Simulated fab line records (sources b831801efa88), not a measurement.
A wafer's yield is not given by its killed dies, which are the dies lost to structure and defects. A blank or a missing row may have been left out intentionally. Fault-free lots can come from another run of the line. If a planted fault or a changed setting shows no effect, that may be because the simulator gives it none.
Chamber matching	flow sky130	SKY_CAPM_CVD_00 on pecvd-04: 3 sister chambers
The step deposits SiO2, target thk 15.5 nm. 6 wafers are shown with their chamber, then 10 later ones without.

## EACH WAFER AND ITS CHAMBER
wafer	chamber	heaterPowerW (W)
L083.6	1	702
L085.1	1	779
L088.5	0	582
L088.6	2	538
L089.1	2	596
L089.2	0	591

## WAFERS MISSING THEIR CHAMBER
wafer	heaterPowerW (W)
L089.4	600
L092.2	703
L092.3	651
L092.6	531
L095.2	627
L095.4	640
L095.5	677
L096.1	642
L096.5	671
L096.6	639

## WHICH CHAMBER EACH ONE RAN IN
wafer	from the rows above	in truth
L089.4	can't be placed: 0 or 2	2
L092.2	can't be placed: 1 or 0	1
L092.3	can't be placed: 0 or 2 or 1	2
L092.6	can't be placed: 2 or 0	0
L095.2	can't be placed: 0 or 2 or 1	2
L095.4	can't be placed: 0 or 2 or 1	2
L095.5	can't be placed: 1 or 0 or 2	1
L096.1	can't be placed: 0 or 2 or 1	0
L096.5	can't be placed: 1 or 0 or 2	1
L096.6	can't be placed: 0 or 2 or 1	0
Correct placement for 0 of the 10. Can't be placed from these rows: 10 (the true chamber is among the candidates in 10). Placed wrongly: 0.
How it was worked out, from the rows above alone: a wafer's distance from a chamber is the root of the sum, over the readings, of the square of ((its reading less the chamber's mean) divided by the reading's scatter). If the next closest chamber is less than 2 further off than the closest, the wafer can't be placed; otherwise it belongs to the closest. For every chamber, the mean is computed from those of its wafers that are shown. The scatter is the square root of a quotient: the sum, over the shown wafers, of each reading's squared deviation from its chamber's mean, divided by wafers minus chambers.
